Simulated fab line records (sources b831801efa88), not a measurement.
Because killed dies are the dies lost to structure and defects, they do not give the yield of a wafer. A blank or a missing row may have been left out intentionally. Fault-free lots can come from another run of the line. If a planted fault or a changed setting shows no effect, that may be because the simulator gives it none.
A single fault, viewed from 2 desks    flow gf180mcu    what lay behind the numbers comes last; until then each desk has only its own

== AT THE METROLOGY DESK ==
Lot by lot, what the gauges showed, no matter which tool ran the lot: averages of those sampled wafers that carry a number. A lot is out of limits, marked OUT, if its mean lies more than 4 standard deviations from the usual mean; the brackets give that distance.
Columns: A = NWELL_RS at GF_VT_IMPLANT_RS_MEAS_47, usual 488.2 ohm/sq; B = V2_CVD_02_THK at GF_V2_THK_MEAS_03, usual 852 nm; C = V2_BOW at GF_V2_BOW_MEAS_05, usual 100 um
lot   first seen here  A                 B    C
L956  day 7 10:01      488.4             862  112
L958  day 7 23:56      488.6             847  103
L959  day 8 07:23      489.8             855  109
L960  day 8 11:40      489.2             833  101
L962  day 9 07:12      496.9 (+6.7) OUT  855  98
L964  day 10 00:01     494.7 (+5.0) OUT  863  100
L971  day 12 01:17     489.4             848  95
L973  day 12 12:37     489.0             854  104
L974  day 12 15:22     489.2             850  102
L976  day 13 01:25     488.0             859  102
L977  day 13 10:16     486.9             856  107
L978  day 13 17:46     487.5             861  100
L979  day 13 23:53     486.6             825  109
This desk reports L962, L964 out of limits; the earliest was L962 at day 9 07:12 (NWELL_RS at GF_VT_IMPLANT_RS_MEAS_47). Within limits: L956, L958, L959, L960, L971, L973, L974, L976, L977, L978, L979.

== DESK OF THE TOOL OWNER: implanter-02 ==
GF_NWELL_IMPLANT_09, tool's own readings: per-lot mean of the sampled wafers with a number, covering each lot this tool ran. A lot is out of limits, marked OUT, if its mean lies more than 4 standard deviations from the usual mean; the brackets give that distance.
Columns: A = dose_ions_cm2 at GF_NWELL_IMPLANT_09, usual 3.999e+12; B = faraday_current_uA at GF_NWELL_IMPLANT_09, usual 22.6
lot   first seen here  A                    B
L956  day 3 07:17      4.000e+12            22.7
L959  day 3 23:37      3.997e+12            22.4
L960  day 4 04:14      4.000e+12            22.3
L962  day 4 18:56      3.621e+12 (-92) OUT  20.5 (-5.1) OUT
L964  day 5 06:58      3.624e+12 (-92) OUT  20.7 (-4.5) OUT
Finding of this desk: L962, L964 out of limits; the first was L962 at day 4 18:56, on dose_ions_cm2 at GF_NWELL_IMPLANT_09. Within limits: L956, L959, L960.

== PUT TOGETHER ==
An alarm could have come from the tool owner's desk at day 4 18:56, on L962, L964.
The metrology desk could have raised an alarm at day 9 07:12, on L962, L964.
GF_NWELL_IMPLANT_09 was run on implanter-02 by each of the lots named.

== WHAT HAD BEEN PUT IN BY THE SIMULATOR ==
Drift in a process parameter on implanter-02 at GF_NWELL_IMPLANT_09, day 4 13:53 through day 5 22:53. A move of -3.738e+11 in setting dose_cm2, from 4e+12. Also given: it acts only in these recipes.
Lots struck among those shown: L962, L964.
Delay (hours) between the fault's onset and each desk's first out-of-limits reading: 5 at the tool owner's desk, 113 at the metrology desk.
